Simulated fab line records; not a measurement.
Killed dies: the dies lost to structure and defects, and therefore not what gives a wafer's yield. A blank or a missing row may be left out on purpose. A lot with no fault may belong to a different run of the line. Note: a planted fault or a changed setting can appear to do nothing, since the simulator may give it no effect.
Comparing a struck lot with a sound one + flow sky130 + 15 steps out of a route of 708
Sound: wafers L279.2, L279.4, L279.6. Wafers L295.2, L295.3, L295.4 were the ones struck. Last of all comes the cause.
Order at every step that has rows: each side's tool, ch and its chambers, its first start. Under that, the readings that differ: sound wafers + struck wafers + difference of the means + sigmas: that difference in standard deviations of wafers without a fault.
alike: same words and numbers on both sides, and readings whose means sit less than 2 such deviations apart. not compared: any withheld reading, any reading some wafer has no value for, any bound like >300 that may hide the same value, and any number with overlapping values for which the record gives no deviation.
A row with sigmas, a row that says differs or no value, or rows on one side alone: a step with any of these is where the two part. Non-overlapping numbers with no deviation appear without sigmas and do not part them. A reading missing from all wafers of one side parts the sides only when that side holds two or more wafers.

SKY_CAP2M_RS_MEAS_03: measurement is done with a four-point probe.
  sound on film metro-01 at day 40 19:19; struck on film metro-01 at day 44 20:36
| reading               | sound          | struck         | difference | sigmas |
|-----------------------|----------------|----------------|------------|--------|
| CAP2M_TIN_RS (ohm/sq) | 6.82 6.78 6.80 | 6.94 7.02 6.93 | +0.16      | +3     |
SKY_CAP2M_THK_MEAS_04: measures by xrf.
  sound on film metro-01 at day 40 19:25; struck on film metro-01 at day 44 20:43
| reading            | sound             | struck            | difference | sigmas |
|--------------------|-------------------|-------------------|------------|--------|
| CAP2M_TIN_THK (nm) | 201.7 203.1 203.9 | 197.8 195.6 198.6 | -5.6       | -3     |
then, 7 steps without rows for these wafers: SKY_CAP2M_DEHYDRATE_05 (time 60 s); SKY_CAP2M_HMDS_06 (prime time 60 s); SKY_CAP2M_COAT_07 (resist thk 1140 nm); SKY_CAP2M_SOFTBAKE_08 (time 60 s); SKY_CAP2M_EXPOSE_09 (exposes mask CAP2M, target cd 1000 nm); SKY_CAP2M_PEB_10; SKY_CAP2M_DEVELOP_11 (develop time 60 s).
SKY_CAP2M_OVL_MEAS_12:
  sound on overlay-02 at day 41 19:47; struck on overlay-02 at day 45 17:32
  alike: CAP2M_OVL
SKY_CAP2M_METAL_ETCH_13: etches TiN in Cl2/BCl3, stops on SiO2, target depth 220 nm, time 62.9 s.
  sound on rie metal-03 ch 0,1, day 41 19:49; struck on rie metal-01 ch 0,1, day 45 17:34
| reading               | sound             | struck            | difference | sigmas |
|-----------------------|-------------------|-------------------|------------|--------|
| oes product au (a.u.) | 0.957 0.957 0.952 | 0.942 0.938 0.938 | -0.016     | -3     |
  alike: drypump motor current A, throttle valve pct
  not compared: rf hours counter h
SKY_CAP2M_STRIP_14: strips in O2/N2.
  sound on plasma asher-01 ch 0, day 41 19:54; struck on plasma asher-04 ch 0,1, day 45 17:38
  alike: chamber pressure mTorr, drypump motor current A, o2 flow sccm, oes product au, strip time to endpoint s
  not compared: rf hours counter h
SKY_CAP2M_STRIP_15: strips in post etch residue remover, time 1200 s.
  sound on wet bench-04 ch 2, day 41 20:00; struck on wet bench-04 ch 2, day 45 17:44
  no value came back on the struck wafers for bath guard temp C (C), bath heat duty pct (%); on the sound wafers bath guard temp C (C) reads 72.2 72.4 72.5
then, 1 step without rows for these wafers: SKY_CAP2M_CLEAN_16 (cleans in IPA, time 180 s).
SKY_PAD_OPEN_PROBE_99:
  rows exist in the record for the sound wafers here (prober-02, day 46 18:43), none for the struck ones

## WHERE THEY PART
Earliest at SKY_CAP2M_RS_MEAS_03; latest, in this record, at SKY_PAD_OPEN_PROBE_99.

WHY: whatever the simulator had introduced
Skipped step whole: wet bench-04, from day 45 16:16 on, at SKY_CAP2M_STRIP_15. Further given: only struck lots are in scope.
